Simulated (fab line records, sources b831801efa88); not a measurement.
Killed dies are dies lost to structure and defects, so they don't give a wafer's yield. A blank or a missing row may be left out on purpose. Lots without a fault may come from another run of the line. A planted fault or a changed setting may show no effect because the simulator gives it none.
fab line records | flow sfq_line
record lots=6 wafers=18 last_day=88
route steps=325 shown I4@174 JJ@178 M5@198 A5B@209 R5@212 M8@325
lots that met no fault: from a run of the same line without faults
start_h: hours from the record's first day to the start of the lot's first wafer shown | wait_h: hours since the lot's step before | " the same as in the row above | L1.1+2: a row that stands for several wafers | - no value, or no start given | * or withheld: withheld | < > ~ a bound
route shown NAME@n: a module of which the file shows steps, and the number in the route of the first | usual: mean/standard deviation of fault-free wafers | same: alike in all rows | chamber/n: place in a boat | sites: the reading at each site | _std_site: their standard deviation | _edge_site: outer sites' mean less inner sites' | radius_mm: how far each site lies from the wafer's centre | mask NAME#n: copy n | behind: the tool/chamber that last shaped the wafer | hold: why the lot was held/for how many hours/how that ended | device: the transistor (n, p or np) that didn't switch | end of line: the same wafers' tests at the end of the route | a step without rows: its recipe alone | killed: dies lost to structure and defects at the first sort, not the wafer's yield | map: a wafer's dies, x killed, . not, _ none there
set.NAME: the setting as run; set.NAME@STEP: as run at that earlier step | model.NAME: the simulator's own value behind a step, which no gauge read
lots at some steps of the route; a table a step, a row a wafer
services: from which hour (start_h, from the record's first day; less than 0 if before it) a tool's chamber was out of use, for how many hours, and why
## steps
# step SFQ_TRILAYER_I4_VIA_BARC_OPEN_VIA_ETCH_146
# recipe mask_material=PR chemistry=O2 target_depth_nm=125 target=BARC source_w=500 bias_w=80 pressure_mtorr=30 time_s=41.7
# step SFQ_TRILAYER_I4_VIA_ETCH_VIA_ETCH_106
# recipe target=SiO2 stop_on=Nb mask_material=PR taper_deg=20 chemistry=CHF3 target_depth_nm=260 source_w=500 bias_w=80 pressure_mtorr=30 time_s=withheld
# step SFQ_TRILAYER_I4_VIA_STRIP_STRIP_107
# recipe gas=O2 power_w=200 platen_temp_c=40 overash_fraction=0.65 chemistry=O2 pressure_mtorr=50
# step SFQ_TRILAYER_I4_VIA_STRIP_SOLV_CLEAN_108
# recipe chemistry=NMP temp_c=70 time_s=600
# step SFQ_TRILAYER_JJ_TRILAYER_DEP_PRE_CLEAN_113
# recipe gas=Ar time_s=22.5 bias_v=250
# step SFQ_TRILAYER_JJ_TRILAYER_DEP_SPUTTER_109
# recipe material=Nb base_pressure_pa=1.33e-06 chamber_pressure_pa=0.1333 substrate_temp_c=20 target_thk_nm=150 power_w=2000 time_s=100
# usual throttle_valve_pct=29.3/1
# columns lot.wafer tool chamber start_h wait_h throttle_valve_pct
L376.2 pvd_sputter-03 - 1016.98 0.0 28.5
L376.3 " - " " 29.5
L376.6 " - " " 29.2
L385.2 pvd_sputter-03 - 1256.66 0.0 32.0
L385.3 " - " " 28.2
L385.6 " - " " 29.3
L386.1 pvd_sputter-03 - 1265.11 0.0 29.3
L386.3 " - " " 28.5
L386.5 " - " " 32.1
L387.2 pvd_sputter-05 - 1266.31 0.0 28.9
L387.5 " - " " 30.1
L387.6 " - " " 28.0
L391.1 pvd_sputter-03 - 1309.42 0.0 28.6
L391.4 " - " " 31.9
L391.6 " - " " 28.5
L396.2 pvd_sputter-06 - 1361.02 0.0 29.6
L396.4 " - " " 28.6
L396.5 " - " " 28.2
# step SFQ_TRILAYER_JJ_TRILAYER_DEP_SPUTTER_110
# recipe material=Al base_pressure_pa=1.33e-06 target_thk_nm=8 power_w=500 time_s=10 chamber_pressure_pa=0.4
# step SFQ_TRILAYER_JJ_TRILAYER_DEP_AL_OXIDATION_111
# recipe pressure_mbar=0.014667 oxidation_time_s=600 temperature_k=293
# step SFQ_TRILAYER_JJ_TRILAYER_DEP_SPUTTER_112
# recipe material=Nb base_pressure_pa=1.33e-06 chamber_pressure_pa=0.1333 substrate_temp_c=20 target_thk_nm=170 power_w=2000 time_s=113.3
# step SFQ_JJ_RS_MEAS_929
# recipe thk_meas_gauge=four-point-probe reads=Nb_of_TRILAYER_JJ_TRILAYER_DEP_SPUTTER_112
# usual JJ_NB_RS=1.045/0.011
# columns lot.wafer tool chamber start_h wait_h JJ_NB_RS[ohm/sq]
L376.2 film_metro-01 - 1018.17 0.1 1.059
L376.3 " - " " 1.058
L376.6 " - " " 1.055
L385.2 film_metro-02 - 1257.85 0.1 1.049
L385.3 " - " " 1.049
L385.6 " - " " 1.047
L386.1 film_metro-01 - 1266.28 0.0 1.055
L386.3 " - " " 1.044
L386.5 " - " " 1.041
L387.2 film_metro-02 - 1267.50 0.1 1.032
L387.5 " - " " 1.041
L387.6 " - " " 1.038
L391.1 film_metro-04 - 1310.60 0.0 1.048
L391.4 " - " " 1.052
L391.6 " - " " 1.051
L396.2 film_metro-01 - 1362.21 0.1 1.044
L396.4 " - " " 1.058
L396.5 " - " " 1.039
# step SFQ_TRILAYER_JJ_CE_LITHO_COAT_119
# recipe resist=BARC spin_rpm=3000 resist_thk_nm=62
# step SFQ_TRILAYER_JJ_CE_LITHO_COAT_114
# recipe resist=KrF spin_rpm=3000 resist_thk_nm=600
# columns lot.wafer tool chamber start_h wait_h model.KrF_of_TRILAYER_JJ_CE_LITHO_COAT_114.thk_nm
L376.2 litho_track-03 0 1018.68 0.2 596.9
L376.3 " 0 " " 598.9
L376.6 " 0 " " 597.6
L385.2 litho_track-01 0 1258.36 0.2 599.2
L385.3 " 0 " " 598.1
L385.6 " 0 " " 597.6
L386.1 litho_track-01 0 1266.76 0.2 599.8
L386.3 " 0 " " 600.4
L386.5 " 0 " " 601.1
L387.2 litho_track-01 0 1268.01 0.2 740.7
L387.5 " 0 " " 741.7
L387.6 " 0 " " 739.9
L391.1 litho_track-01 0 1311.08 0.2 740.3
L391.4 " 0 " " 742.1
L391.6 " 0 " " 744.4
L396.2 litho_track-02 0 1362.72 0.2 598.6
L396.4 " 0 " " 598.7
L396.5 " 0 " " 600.2
# step SFQ_TRILAYER_JJ_CE_LITHO_SOFTBAKE_118
# recipe temp_c=withheld time_s=withheld resist=KrF
# step SFQ_TRILAYER_JJ_CE_LITHO_EXPOSE_115
# recipe mask_id=J5 na=0.6 source_shape=conventional sigma_outer=0.65 target_cd_nm=700 dose_mj=14.4
# step SFQ_TRILAYER_JJ_CE_LITHO_PEB_117
# recipe peb_temp_c=115 peb_time_s=60 resist=KrF
# step SFQ_TRILAYER_JJ_CE_LITHO_DEVELOP_116
# recipe time_s=60 resist=KrF
# step SFQ_JJ_OVL_MEAS_931
# usual J5_OVL=2/5.8
# columns lot.wafer tool chamber start_h wait_h J5_OVL[nm]
L376.2 overlay-01 - 1020.59 0.1 4
L376.3 " - " " -8
L376.6 " - " " 3
L385.2 overlay-01 - 1399.43 0.1 5
L385.3 " - " " 13
L385.6 " - " " 5
L386.1 overlay-01 - 1406.63 0.1 5
L386.3 " - " " -7
L386.5 " - " " 1
L387.2 overlay-01 - 1410.23 0.1 1
L387.5 " - " " 3
L387.6 " - " " -1
L391.1 overlay-01 - 1456.65 0.1 1
L391.4 " - " " -6
L391.6 " - " " -6
L396.2 overlay-01 - 1504.70 0.1 2
L396.4 " - " " 5
L396.5 " - " " -1
# step SFQ_TRILAYER_JJ_CE_METRO_MEASURE_117
# usual cd_nm=700.0/1.4
# columns lot.wafer tool chamber start_h wait_h cd_nm
L376.2 cd_sem-02 - 1020.82 0.2 701.7
L376.3 " - " " 701.2
L376.6 " - " " 700.9
L385.2 cd_sem-01 - 1399.66 0.2 700.8
L385.3 " - " " 701.1
L385.6 " - " " 702.2
L386.1 cd_sem-02 - 1406.66 0.0 699.4
L386.3 " - " " 699.9
L386.5 " - " " 700.6
L387.2 cd_sem-01 - 1410.46 0.2 706.4
L387.5 " - " " 706.5
L387.6 " - " " 706.1
L391.1 cd_sem-01 - 1456.68 0.0 704.4
L391.4 " - " " 704.3
L391.6 " - " " 704.1
L396.2 cd_sem-02 - 1504.93 0.2 696.1
L396.4 " - " " 698.2
L396.5 " - " " 698.5
# step SFQ_TRILAYER_JJ_CE_BARC_OPEN_RIE_150
# recipe mask_material=PR chemistry=O2 target_depth_nm=240 target=BARC icp_w=600 bias_w=80 pressure_mtorr=10 time_s=80
# usual chamber_pressure_mTorr=10.000/0.0087 drypump_motor_current_A=5.56/0.18 oes_product_au=0.538/0.0047
# columns lot.wafer tool chamber start_h wait_h chamber_pressure_mTorr drypump_motor_current_A oes_product_au rf_hours_counter_h model.JJ.cd_nm
L376.2 rie_metal-01 0 1021.82 0.8 9.995 5.38 0.533 64 704
L376.3 " 0 " " 10.000 5.38 0.540 - 702.8
L376.6 " 1 " " 9.994 5.59 0.535 - 702
L385.2 rie_metal-04 0 1400.66 0.8 9.987 5.60 0.535 13 700.1
L385.3 " 0 " " 10.009 5.58 0.542 - 700
L385.6 " 0 " " 9.997 5.58 0.538 - 701.4
L386.1 rie_metal-03 0 1407.86 1.0 9.989 5.13 0.534 119 698.9
L386.3 " 1 " " 10.000 5.81 0.544 - 699.2
L386.5 " 1 " " 9.979 5.82 0.538 - 700.3
L387.2 rie_metal-01 1 1411.46 0.8 10.006 5.57 0.532 72 708.3
L387.5 " 0 " " 9.994 5.39 0.531 - 705.5
L387.6 " 1 " " 10.001 5.55 0.539 - 706.7
L391.1 rie_metal-01 0 1457.88 1.0 10.002 5.36 0.539 120 704.4
L391.4 " 1 " " 9.998 5.56 0.528 - 703.4
L391.6 " 0 " " 10.016 5.36 0.530 - 705.8
L396.2 rie_metal-03 1 1505.97 0.8 10.004 5.81 0.533 - 696.2
L396.4 " 1 " " 10.002 5.81 0.535 - 697.5
L396.5 " 1 " " 10.000 5.78 0.541 - 698.5
# step SFQ_TRILAYER_JJ_CE_ETCH_RIE_118
# recipe target=Nb stop_on=Al2O3 mask_material=PR taper_deg=13.257 over_etch_frac=0.15 time_s=97.7 chemistry=SF6 target_depth_nm=170 icp_w=600 bias_w=80 pressure_mtorr=10
# usual chamber_pressure_mTorr=9.999/0.0099 drypump_motor_current_A=5.56/0.18 oes_product_au=0.990/0.0071
# columns lot.wafer tool chamber start_h wait_h chamber_pressure_mTorr drypump_motor_current_A oes_product_au rf_hours_counter_h model.KrF_of_TRILAYER_JJ_CE_LITHO_COAT_114.thk_nm model.JJ.cd_nm
L376.2 rie_metal-01 0 1021.91 0.1 10.011 5.43 0.981 64 475.5 704.2
L376.3 " 0 " " 10.007 5.42 0.982 - 477.7 702.4
L376.6 " 1 " " 9.981 5.62 0.985 - 475.9 702.3
L385.2 rie_metal-04 0 1400.76 0.1 10.000 5.59 0.997 13 475.9 701.7
L385.3 " 0 " " 9.988 5.59 0.988 - 475.6 701.4
L385.6 " 0 " " 10.004 5.58 0.988 - 475.2 703.2
L386.1 rie_metal-03 0 1407.96 0.1 9.986 5.18 0.994 119 475.3 700
L386.3 " 1 " " 10.022 5.79 0.991 - 475.2 697.9
L386.5 " 1 " " 9.999 5.82 1.007 - 474.5 700
L387.2 rie_metal-01 1 1411.56 0.1 9.988 5.59 0.990 72 618.6 708.7
L387.5 " 0 " " 10.012 5.38 0.986 - 620.1 706
L387.6 " 1 " " 10.004 5.55 0.988 - 617.7 707
L391.1 rie_metal-01 0 1457.98 0.1 10.006 5.38 0.993 120 618 703.5
L391.4 " 1 " " 10.005 5.59 0.990 - 619.3 702.3
L391.6 " 0 " " 9.994 5.38 0.985 - 622.3 705.5
L396.2 rie_metal-03 1 1506.15 0.2 10.009 5.83 0.997 - 475.5 696.2
L396.4 " 1 " " 10.006 5.81 0.985 - 475.3 696.9
L396.5 " 1 " " 10.017 5.82 0.994 - 476.8 698.3
# step SFQ_TRILAYER_JJ_ANODIZE_ANODIZE_119
# recipe current_density_ma_cm2=withheld end_current_density_ma_cm2=withheld bath_temp_c=withheld
# step SFQ_TRILAYER_JJ_CE_STRIP_STRIP_120
# recipe gas=O2 power_w=200 platen_temp_c=40 overash_fraction=0.65 chemistry=O2 pressure_mtorr=50
# step SFQ_TRILAYER_JJ_CE_STRIP_SOLV_CLEAN_121
# recipe chemistry=NMP temp_c=70 time_s=600
# step SFQ_TRILAYER_M5_LITHO_COAT_128
# recipe resist=BARC spin_rpm=3000 resist_thk_nm=62
# step SFQ_TRILAYER_M5_LITHO_COAT_123
# recipe resist=KrF spin_rpm=3000 resist_thk_nm=600
# step SFQ_TRILAYER_M5_LITHO_SOFTBAKE_127
# recipe temp_c=withheld time_s=withheld resist=KrF
# step SFQ_TRILAYER_M5_LITHO_EXPOSE_124
# recipe mask_id=M5 na=0.6 source_shape=conventional sigma_outer=0.65 target_cd_nm=700 dose_mj=14.4
# step SFQ_TRILAYER_M5_LITHO_PEB_126
# recipe peb_temp_c=115 peb_time_s=60 resist=KrF
# step SFQ_TRILAYER_M5_LITHO_DEVELOP_125
# recipe time_s=60 resist=KrF
# step SFQ_M5_OVL_MEAS_932
# usual M5_OVL=-2/4.2
# columns lot.wafer tool chamber start_h wait_h M5_OVL[nm]
L376.2 overlay-02 - 1155.21 0.1 -3
L376.3 " - " " 0
L376.6 " - " " -1
L385.2 overlay-01 - 1404.41 0.1 -6
L385.3 " - " " -6
L385.6 " - " " 1
L386.1 overlay-01 - 1412.25 0.1 -4
L386.3 " - " " -7
L386.5 " - " " -5
L387.2 overlay-01 - 1417.05 0.1 -4
L387.5 " - " " -6
L387.6 " - " " -3
L391.1 overlay-02 - 1462.50 0.1 4
L391.4 " - " " 3
L391.6 " - " " 0
L396.2 overlay-01 - 1647.72 0.1 -10
L396.4 " - " " -1
L396.5 " - " " -8
# step SFQ_TRILAYER_M5_BARC_OPEN_METAL_ETCH_161
# recipe mask_material=PR chemistry=O2 target_depth_nm=125 target=BARC icp_w=600 bias_w=80 pressure_mtorr=10 time_s=41.7
# usual chamber_pressure_mTorr=10.002/0.0082 drypump_motor_current_A=5.50/0.26 oes_product_au=0.685/0.005
# columns lot.wafer tool chamber start_h wait_h chamber_pressure_mTorr drypump_motor_current_A oes_product_au rf_hours_counter_h
L376.2 rie_metal-01 0 1155.24 0.0 9.999 5.42 0.688 81
L376.3 " 1 " " 9.986 5.58 0.684 -
L376.6 " 1 " " 9.999 5.59 0.689 -
L385.2 rie_metal-02 0 1404.44 0.0 10.009 5.22 0.692 83
L385.3 " 1 " " 10.005 5.82 0.684 -
L385.6 " 1 " " 10.000 5.83 0.681 -
L386.1 rie_metal-03 1 1412.28 0.0 10.001 5.81 0.699 52
L386.3 " 0 " " 9.995 5.16 0.685 -
L386.5 " 0 " " 10.002 5.17 0.689 -
L387.2 rie_metal-01 1 1417.08 0.0 10.004 5.60 0.688 73
L387.5 " 1 " " 10.004 5.55 0.689 -
L387.6 " 0 " " 9.990 5.40 0.686 -
L391.1 rie_metal-02 0 1462.53 0.0 10.014 5.21 0.685 90
L391.4 " 1 " " 10.011 5.84 0.688 -
L391.6 " 1 " " 9.994 5.82 0.688 -
L396.2 rie_metal-02 0 1647.75 0.0 10.008 5.22 0.689 111
L396.4 " 0 " " 9.998 5.21 0.684 -
L396.5 " 0 " " 9.993 5.21 0.688 -
# step SFQ_TRILAYER_M5_ETCH_METAL_ETCH_126
# recipe target=Nb stop_on=SiO2 mask_material=PR over_etch_frac=0.15 time_s=203.2 chemistry=Cl2/BCl3 target_depth_nm=265 icp_w=600 bias_w=80 pressure_mtorr=10
# step SFQ_TRILAYER_M5_STRIP_STRIP_127
# recipe gas=O2 power_w=200 platen_temp_c=40 overash_fraction=0.65 chemistry=O2 pressure_mtorr=50
# step SFQ_TRILAYER_M5_STRIP_SOLV_CLEAN_128
# recipe chemistry=NMP temp_c=70 time_s=600
# step SFQ_TRILAYER_A5B_DEP_PECVD_129
# recipe material=SiO2 temp_c=150 time_s=133.33 pressure_torr=2.4 rf_w=183.3 precursor=SiH4/N2O target_thk_nm=600
# usual heater_power_outer_w=33/10 heater_power_w=89/16 throttle_valve_pct=24.1/1.1
# columns lot.wafer tool chamber start_h wait_h heater_power_outer_w heater_power_w throttle_valve_pct
L376.2 pecvd-03 1 1156.27 0.0 21 69 23.4
L376.3 " 2 " " 53 118 25.8
L376.6 " 0 " " 25 73 23.2
L385.2 pecvd-03 2 1405.47 0.0 52 116 24.4
L385.3 " 0 " " 27 75 21.5
L385.6 " 2 " " 53 117 24.3
L386.1 pecvd-03 0 1413.31 0.0 33 85 21.6
L386.3 " 2 " " 43 107 24.3
L386.5 " 0 " " 22 71 21.6
L387.2 pecvd-03 2 1418.11 0.0 51 115 24.6
L387.5 " 0 " " 27 78 21.9
L387.6 " 2 " " 53 116 24.5
L391.1 pecvd-04 0 1463.56 0.0 33 84 25.8
L391.4 " 2 " " 34 92 23.4
L391.6 " 0 " " 36 88 25.5
L396.2 pecvd-04 2 1648.79 0.0 36 95 23.7
L396.4 " 0 " " 26 77 25.8
L396.5 " 2 " " 38 97 23.5
# step SFQ_TRILAYER_A5B_CMP_CMP_130
# recipe stop_on=Nb down_force_psi=3 platen_rpm=60 target_thk_nm=340.7
# usual motor_current_A=10.1/0.86 retaining_ring_pressure_frac=1.001/0.0046 slurry_filter_dp_kPa=13.51/0.13
# columns lot.wafer tool chamber start_h wait_h motor_current_A retaining_ring_pressure_frac slurry_filter_dp_kPa
L376.2 cmp-02 1 1177.60 21.3 10.0 0.998 13.58
L376.3 " 2 " " 9.1 0.993 13.58
L376.6 " 1 1179.60 23.2 9.7 0.992 13.42
L385.3 cmp-02 1 1406.36 0.8 9.6 1.007 13.49
L385.2 " 0 1407.86 2.3 10.1 1.003 13.39
L385.6 " 2 1408.86 3.3 9.4 1.006 13.56
L386.1 cmp-02 3 1413.40 0.0 11.5 0.996 13.19
L386.3 " 2 1414.90 1.5 9.1 0.999 13.66
L386.5 " 3 " " 11.5 0.999 13.76
L387.2 cmp-01 3 1420.22 2.1 10.7 1.001 13.50
L387.6 " 0 " " 8.7 0.998 13.44
L387.5 " 1 " " 11.5 0.997 13.84
L391.1 cmp-02 3 1463.65 0.0 12.0 1.001 13.70
L391.4 " 1 1464.65 1.0 10.0 1.002 13.43
L391.6 " 3 1465.65 2.0 11.8 0.999 13.32
L396.2 cmp-01 0 1649.88 1.0 8.9 1.002 13.23
L396.4 " 1 " " 10.7 1.003 13.05
L396.5 " 0 1651.88 3.0 9.2 1.001 13.38
# step SFQ_TRILAYER_A5B_METRO_MEASURE_131
# step SFQ_TRILAYER_R5_DEP_SPUTTER_132
# recipe material=Ti base_pressure_pa=1.33e-06 target_thk_nm=5 power_w=2000 time_s=5 chamber_pressure_pa=0.4
# step SFQ_TRILAYER_R5_DEP_SPUTTER_133
# recipe material=MoNx base_pressure_pa=1.33e-06 target_thk_nm=40 power_w=1000 time_s=66.7 chamber_pressure_pa=0.4
# step SFQ_TRILAYER_R5_DEP_SPUTTER_134
# recipe material=Ti base_pressure_pa=1.33e-06 target_thk_nm=5 power_w=2000 time_s=5 chamber_pressure_pa=0.4
# usual throttle_valve_pct=29.2/1.2
# columns lot.wafer tool chamber start_h wait_h throttle_valve_pct
L376.2 pvd_sputter-03 - 1181.37 0.0 29.1
L376.3 " - " " 31.9
L376.6 " - " " 29.3
L385.2 pvd_sputter-05 - 1410.64 0.0 30.2
L385.3 " - " " 30.5
L385.6 " - " " 28.0
L386.1 pvd_sputter-04 - 1417.68 0.0 28.9
L386.3 " - " " 27.7
L386.5 " - " " 27.7
L387.2 pvd_sputter-04 - 1423.00 0.0 28.9
L387.5 " - " " 28.5
L387.6 " - " " 27.6
L391.1 pvd_sputter-04 - 1467.93 0.0 28.8
L391.4 " - " " 29.1
L391.6 " - " " 27.5
L396.2 pvd_sputter-04 - 1653.66 0.0 27.7
L396.4 " - " " 28.4
L396.5 " - " " 30.1
# step SFQ_R5_RS_MEAS_933
# recipe thk_meas_gauge=four-point-probe reads=Ti_of_TRILAYER_R5_DEP_SPUTTER_134+MoNx_of_TRILAYER_R5_DEP_SPUTTER_133+Ti_of_TRILAYER_R5_DEP_SPUTTER_132
# usual R5_MONX_RS=7.02/0.085
# columns lot.wafer tool chamber start_h wait_h R5_MONX_RS[ohm/sq]
L376.2 film_metro-04 - 1181.41 0.0 7.09
L376.3 " - " " 7.09
L376.6 " - " " 7.04
L385.2 film_metro-04 - 1410.68 0.0 7.11
L385.3 " - " " 7.09
L385.6 " - " " 7.03
L386.1 film_metro-04 - 1417.70 0.0 6.89
L386.3 " - " " 6.95
L386.5 " - " " 6.96
L387.2 film_metro-04 - 1423.04 0.0 6.98
L387.5 " - " " 6.98
L387.6 " - " " 6.96
L391.1 film_metro-04 - 1467.95 0.0 6.92
L391.4 " - " " 6.93
L391.6 " - " " 6.96
L396.2 film_metro-01 - 1653.70 0.0 7.07
L396.4 " - " " 6.98
L396.5 " - " " 7.10
# step SFQ_M8_BOW_MEAS_951
# recipe mode=bow
# usual M8_BOW=4/9.9
# columns lot.wafer tool chamber start_h wait_h M8_BOW[um] model.etest.jj.g_times
L376.2 film_metro-02 - 1962.23 0.0 -9 1.011
L376.3 " - " " -8 1.006
L376.6 " - " " -5 1.006
L385.2 film_metro-02 - 2033.00 0.0 2 1.004
L385.3 " - " " -8 1.003
L385.6 " - " " 3 1.008
L386.1 film_metro-02 - 2036.58 0.0 2 0.9989
L386.3 " - " " 10 0.993
L386.5 " - " " 2 0.9989
L387.2 film_metro-02 - 2039.00 0.0 18 1.024
L387.5 " - " " 19 1.016
L387.6 " - " " 6 1.019
L391.1 film_metro-02 - 2057.10 0.0 -16 1.009
L391.4 " - " " -6 1.006
L391.6 " - " " -5 1.015
L396.2 film_metro-03 - 2120.57 0.0 8 0.9883
L396.4 " - " " -3 0.9903
L396.5 " - " " 11 0.9942
## services
# columns tool chamber start_h hours kind
pvd_sputter-04 - 1002.12 15.3 repair
rie_metal-03 0 1004.55 1.2 repair
pvd_sputter-03 - 1034.48 24.3 repair
cmp-02 - 1045.52 4.3 pm
pvd_sputter-04 - 1050.06 3.5 repair
pecvd-03 - 1051.58 2.8 pm
cmp-02 - 1057.68 0.5 repair
pecvd-03 - 1058.79 0.5 repair
cmp-02 - 1089.36 4.0 pm
cmp-02 - 1092.79 34.5 repair
pecvd-03 - 1125.67 0.7 repair
pvd_sputter-04 - 1126.15 1.1 repair
cmp-02 - 1127.27 2.8 pm
cmp-02 - 1152.82 1.3 repair
pecvd-03 - 1174.98 14.6 pm
rie_metal-01 1 1183.37 1.2 repair
pvd_sputter-04 - 1228.59 1.2 repair
pvd_sputter-03 - 1236.18 5.1 repair
pvd_sputter-03 - 1439.10 5.4 repair
rie_metal-01 1 1464.32 3.7 repair
rie_metal-03 - 1493.70 1.4 pm
pvd_sputter-03 - 1590.11 1.1 repair
pvd_sputter-03 - 1596.74 5.2 repair
rie_metal-03 - 1598.56 2.8 pm
## key
first_sign step=SFQ_TRILAYER_JJ_CE_METRO_MEASURE_117 reading=cd_nm direction=up sigmas=3.8 usual=700.0 struck=705.3
effect none on later readings
model_effect step=SFQ_TRILAYER_JJ_CE_LITHO_COAT_114 value=KrF_of_TRILAYER_JJ_CE_LITHO_COAT_114.thk_nm without=599.3 struck=741.5
model_effect step=SFQ_TRILAYER_JJ_CE_BARC_OPEN_RIE_150 value=JJ.cd_nm without=700.6 struck=705.7
model_effect step=SFQ_TRILAYER_JJ_CE_ETCH_RIE_118 value=KrF_of_TRILAYER_JJ_CE_LITHO_COAT_114.thk_nm without=477.1 struck=619.3
model_effect step=SFQ_M8_BOW_MEAS_951 value=etest.jj.g_times without=1 struck=1.015
met_at SFQ_TRILAYER_JJ_CE_LITHO_COAT_114
struck_wafers L387.2,L387.5,L387.6,L391.1,L391.4,L391.6
onset_between 1266.76 1268.01
also_fits SFQ_TRILAYER_JJ_CE_METRO_MEASURE_117:cd_sem-01
fault kind=process_parameter_drift tool=litho_track-01 chamber=- onset_h=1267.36 steps=SFQ_TRILAYER_JJ_CE_LITHO_COAT_114 channel=resist_thk_nm offset=142.36 shape=step end_h=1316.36 acts_in=these_recipes_only stated=600
